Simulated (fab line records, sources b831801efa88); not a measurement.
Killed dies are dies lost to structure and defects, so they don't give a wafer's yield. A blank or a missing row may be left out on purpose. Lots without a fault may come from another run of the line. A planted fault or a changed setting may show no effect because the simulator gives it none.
Which tool did it? | flow sfq_line | 14 lots, 42 wafers sampled, at 5 steps of a route of 325

WHAT THE GAUGES READ, wafer by wafer
SFQ_I0_OVL_MEAS_908. Usual: I0_OVL -1 nm, standard deviation 5.
lot  | measured     | on         | I0_OVL (nm) | flag
L582 | day 13 15:36 | overlay-01 | 1 -1 -1     |
L583 | day 13 16:47 | overlay-01 | -1 3 -10    |
L584 | day 13 21:35 | overlay-01 | 0 4 -7      |
L586 | day 14 20:39 | overlay-02 | -6 0 -3     |
L587 | day 14 23:03 | overlay-01 | 0 -2 -4     |
L588 | day 15 01:27 | overlay-01 | 1 7 5       |
L589 | day 15 07:46 | overlay-01 | 4 1 5       |
L590 | day 15 17:03 | overlay-01 | 7 5 -3      |
L591 | day 15 21:53 | overlay-02 | 1 -2 -7     |
L594 | day 17 01:34 | overlay-02 | 1 -1 1      |
L600 | day 21 02:43 | overlay-02 | 2 5 0       |
L602 | day 26 09:15 | overlay-01 | 5 9 4       |
L603 | day 26 20:03 | overlay-02 | 0 3 -4      |
L604 | day 27 04:34 | overlay-02 | -4 -1 6     |

WHICH TOOL RAN EACH LOT (tool, then ch and the chambers of the sampled wafers, then the start)
lot  | SFQ_TRILAYER_L0_CAP_PECVD_011   | SFQ_TRILAYER_L0_VIA_BARC_OPEN_VIA_ETCH_021 | SFQ_TRILAYER_L0_VIA_ETCH_VIA_ETCH_016 | SFQ_TRILAYER_M0_BARC_OPEN_METAL_ETCH_031
L582 | pecvd-04 ch 0,1,2, day 4 02:40  | rie_diel-02 ch 0,3, day 7 12:31            | rie_diel-02 ch 0,3, day 7 12:33       | rie_metal-03 ch 0,1, day 11 21:55
L583 | pecvd-03 ch 1,2, day 4 08:52    | rie_diel-01 ch 0,1,3, day 7 22:07          | rie_diel-01 ch 0,1,3, day 7 22:09     | rie_metal-02 ch 0,1, day 12 03:54
L584 | pecvd-03 ch 0,1, day 4 17:03    | rie_diel-01 ch 1,2,3, day 8 12:31          | rie_diel-01 ch 1,2,3, day 8 12:33     | rie_metal-02 ch 0,1, day 12 22:02
L586 | pecvd-01 ch 1,2, day 5 03:53    | rie_diel-02 ch 1,2,3, day 9 04:13          | rie_diel-02 ch 1,2,3, day 9 04:15     | rie_metal-03 ch 0,1, day 13 13:17
L587 | pecvd-03 ch 0,2, day 5 08:41    | rie_diel-01 ch 0,1, day 9 06:50            | rie_diel-01 ch 0,1, day 9 06:52       | rie_metal-01 ch 0,1, day 13 16:53
L588 | pecvd-03 ch 0,2, day 5 17:05    | rie_diel-02 ch 2,3, day 9 13:49            | rie_diel-02 ch 2,3, day 9 13:51       | rie_metal-02 ch 0,1, day 14 08:35
L589 | pecvd-03 ch 0,2, day 6 04:32    | rie_diel-01 ch 0,2,3, day 10 03:01         | rie_diel-01 ch 0,2,3, day 10 03:03    | rie_metal-02 ch 0,1, day 14 23:49
L590 | pecvd-04 ch 0,1, day 6 11:02    | rie_diel-02 ch 0,2, day 10 12:37           | rie_diel-02 ch 0,2, day 10 12:39      | rie_metal-02 ch 0, day 15 09:25
L591 | pecvd-03 ch 0,1,2, day 6 13:26  | rie_diel-03 ch 0,1,3, day 10 17:07         | rie_diel-03 ch 0,1,3, day 10 17:10    | rie_metal-03 ch 0,1, day 15 14:14
L594 | pecvd-03 ch 0,1,2, day 7 11:09  | rie_diel-03 ch 0,2,3, day 11 19:30         | rie_diel-03 ch 0,2,3, day 11 19:32    | rie_metal-03 ch 0,1, day 16 17:57
L600 | pecvd-04 ch 0,1,2, day 9 06:16  | rie_diel-03 ch 0,3, day 13 15:50           | rie_diel-03 ch 0,3, day 13 15:52      | rie_metal-02 ch 0,1, day 18 16:46
L602 | pecvd-01 ch 0,1,2, day 9 13:27  | rie_diel-01 ch 1,2, day 14 06:08           | rie_diel-01 ch 1,2, day 14 06:10      | rie_metal-02 ch 0,1, day 19 13:17
L603 | pecvd-01 ch 0,1, day 9 18:15    | rie_diel-02 ch 1,2,3, day 14 10:56         | rie_diel-02 ch 1,2,3, day 14 10:58    | rie_metal-02 ch 0,1, day 19 22:53
L604 | pecvd-04 ch 0,1,2, day 10 01:27 | rie_diel-03 ch 0,1,3, day 14 20:13         | rie_diel-03 ch 0,1,3, day 14 20:16    | rie_metal-01 ch 0,1, day 20 14:37
- SFQ_TRILAYER_L0_CAP_PECVD_011: deposits SiO2 from SiH4/N2O, time 13.333 s, target thk 60 nm.
- SFQ_TRILAYER_L0_VIA_BARC_OPEN_VIA_ETCH_021: etches BARC in O2, target depth 125 nm, time 41.7 s.
- SFQ_TRILAYER_L0_VIA_ETCH_VIA_ETCH_016: etches SiO2 in CHF3, stops on MoNx KI, target depth 80 nm.
- SFQ_TRILAYER_M0_BARC_OPEN_METAL_ETCH_031: etches BARC in O2, target depth 125 nm, time 41.7 s.

WHAT THE TOOLS THEMSELVES READ (means of the sampled wafers that have a number; where no wafer has one, the mark that the record gives instead)
SFQ_TRILAYER_L0_CAP_PECVD_011. Usual: heater_power_w 83 W, standard deviation 12; throttle_valve_pct 24.9 %, standard deviation 1.5.
lot  | tool     | heater_power_w (W) | throttle_valve_pct (%) | flag
L582 | pecvd-04 | 76                 | 26.6                   |
L583 | pecvd-03 | 93                 | 24.6                   |
L584 | pecvd-03 | 93                 | 23.9                   |
L586 | pecvd-01 | 79                 | 23.5                   |
L587 | pecvd-03 | 95                 | 24.6                   |
L588 | pecvd-03 | 97                 | 24.0                   |
L589 | pecvd-03 | 91                 | 24.8                   |
L590 | pecvd-04 | 77                 | 26.7                   |
L591 | pecvd-03 | 99                 | 24.1                   |
L594 | pecvd-03 | 94                 | 24.3                   |
L600 | pecvd-04 | 74                 | 26.5                   |
L602 | pecvd-01 | 79                 | 23.9                   |
L603 | pecvd-01 | 75                 | 23.8                   |
L604 | pecvd-04 | 77                 | 26.6                   |

SFQ_TRILAYER_L0_VIA_BARC_OPEN_VIA_ETCH_021. Usual: chamber_pressure_mTorr 29.996 mTorr, standard deviation 0.023; drypump_motor_current_A 5.6 A, standard deviation 0.46; oes_product_au 0.685 a.u., standard deviation 0.0049.
lot  | tool        | chamber_pressure_mTorr (mTorr) | drypump_motor_current_A (A) | oes_product_au (a.u.) | flag
L582 | rie_diel-02 | 29.983                         | 6.0                         | 0.684                 |
L583 | rie_diel-01 | 29.984                         | 5.6                         | 0.682                 |
L584 | rie_diel-01 | 29.991                         | 5.5                         | 0.687                 |
L586 | rie_diel-02 | 29.997                         | 5.8                         | 0.684                 |
L587 | rie_diel-01 | 29.989                         | 6.0                         | 0.686                 |
L588 | rie_diel-02 | 29.993                         | 6.1                         | 0.690                 |
L589 | rie_diel-01 | 29.971                         | 5.5                         | 0.687                 |
L590 | rie_diel-02 | 29.989                         | 6.0                         | 0.684                 |
L591 | rie_diel-03 | 29.995                         | 5.2                         | 0.680                 |
L594 | rie_diel-03 | 29.999                         | 5.3                         | 0.690                 |
L600 | rie_diel-03 | 29.981                         | 5.4                         | 0.685                 |
L602 | rie_diel-01 | 30.036                         | 5.8                         | 0.687                 |
L603 | rie_diel-02 | 29.999                         | 5.8                         | 0.688                 |
L604 | rie_diel-03 | 29.990                         | 5.2                         | 0.684                 |

SFQ_TRILAYER_L0_VIA_ETCH_VIA_ETCH_016. Usual: chamber_pressure_mTorr 29.999 mTorr, standard deviation 0.029; drypump_motor_current_A 5.6 A, standard deviation 0.46; oes_product_au 0.842 a.u., standard deviation 0.0092.
lot  | tool        | chamber_pressure_mTorr (mTorr) | drypump_motor_current_A (A) | oes_product_au (a.u.) | flag
L582 | rie_diel-02 | 29.964                         | 5.9                         | 0.845                 |
L583 | rie_diel-01 | 30.017                         | 5.6                         | 0.844                 |
L584 | rie_diel-01 | 29.986                         | 5.5                         | 0.829                 |
L586 | rie_diel-02 | 29.994                         | 5.8                         | 0.840                 |
L587 | rie_diel-01 | 29.974                         | 6.0                         | 0.852                 |
L588 | rie_diel-02 | 30.001                         | 6.1                         | 0.844                 |
L589 | rie_diel-01 | 30.034                         | 5.5                         | 0.839                 |
L590 | rie_diel-02 | 29.988                         | 5.9                         | 0.849                 |
L591 | rie_diel-03 | 29.999                         | 5.2                         | 0.775                 | OFF
L594 | rie_diel-03 | 30.013                         | 5.3                         | 0.775                 | OFF
L600 | rie_diel-03 | 30.027                         | 5.4                         | 0.835                 |
L602 | rie_diel-01 | 29.965                         | 5.8                         | 0.845                 |
L603 | rie_diel-02 | 30.017                         | 5.8                         | 0.854                 |
L604 | rie_diel-03 | 29.984                         | 5.2                         | 0.831                 |

SFQ_TRILAYER_M0_BARC_OPEN_METAL_ETCH_031. Usual: chamber_pressure_mTorr 10.000 mTorr, standard deviation 0.0092; drypump_motor_current_A 5.7 A, standard deviation 0.42; oes_product_au 0.685 a.u., standard deviation 0.0044.
lot  | tool         | chamber_pressure_mTorr (mTorr) | drypump_motor_current_A (A) | oes_product_au (a.u.) | flag
L582 | rie_metal-03 | 9.995                          | 5.7                         | 0.686                 |
L583 | rie_metal-02 | 10.001                         | 6.1                         | 0.681                 |
L584 | rie_metal-02 | 9.994                          | 6.0                         | 0.686                 |
L586 | rie_metal-03 | 10.011                         | 5.6                         | 0.688                 |
L587 | rie_metal-01 | 10.001                         | 5.8                         | 0.689                 |
L588 | rie_metal-02 | 10.001                         | 5.8                         | 0.683                 |
L589 | rie_metal-02 | 9.996                          | 6.0                         | 0.684                 |
L590 | rie_metal-02 | 9.999                          | 5.5                         | 0.683                 |
L591 | rie_metal-03 | 10.002                         | 5.4                         | 0.684                 |
L594 | rie_metal-03 | 9.991                          | 5.4                         | 0.686                 |
L600 | rie_metal-02 | 9.994                          | 6.1                         | 0.682                 |
L602 | rie_metal-02 | 10.010                         | 5.8                         | 0.687                 |
L603 | rie_metal-02 | 9.995                          | 5.8                         | 0.688                 |
L604 | rie_metal-01 | 9.997                          | 5.8                         | 0.683                 |

THE ANSWER, worked out from the rows above alone
Rule: a lot is off if the mean of its wafers that have a number lies more than 3 standard deviations from the usual mean. A lot without any number at a reading at which 4 lots or more have one is off too. The other lots that the step has rows for count as sound. The gauges are gone through in route order, then the tools' own readings, and for those a lot's mean is taken as printed above. The first step at which some lot is off is used, and at that step the reading that is off furthest; a lot without a number counts as furthest.
Off: L591, L594, at SFQ_TRILAYER_L0_VIA_ETCH_VIA_ETCH_016 (oes_product_au).
A tool fits if, at that step or a process step before it, it ran every lot that is off, and no sound lot after the first of them. One fits: pecvd-03 at SFQ_TRILAYER_L0_CAP_PECVD_011. Its last sound lot is L589 (day 6 04:32), its first lot that is off L591 (day 6 13:26): a fault that began between those two fits.

WHAT THE SIMULATOR HAD PUT IN
Process parameter drift: pecvd-03, from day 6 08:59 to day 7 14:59, at SFQ_TRILAYER_L0_CAP_PECVD_011. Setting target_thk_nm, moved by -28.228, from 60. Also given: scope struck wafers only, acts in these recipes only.
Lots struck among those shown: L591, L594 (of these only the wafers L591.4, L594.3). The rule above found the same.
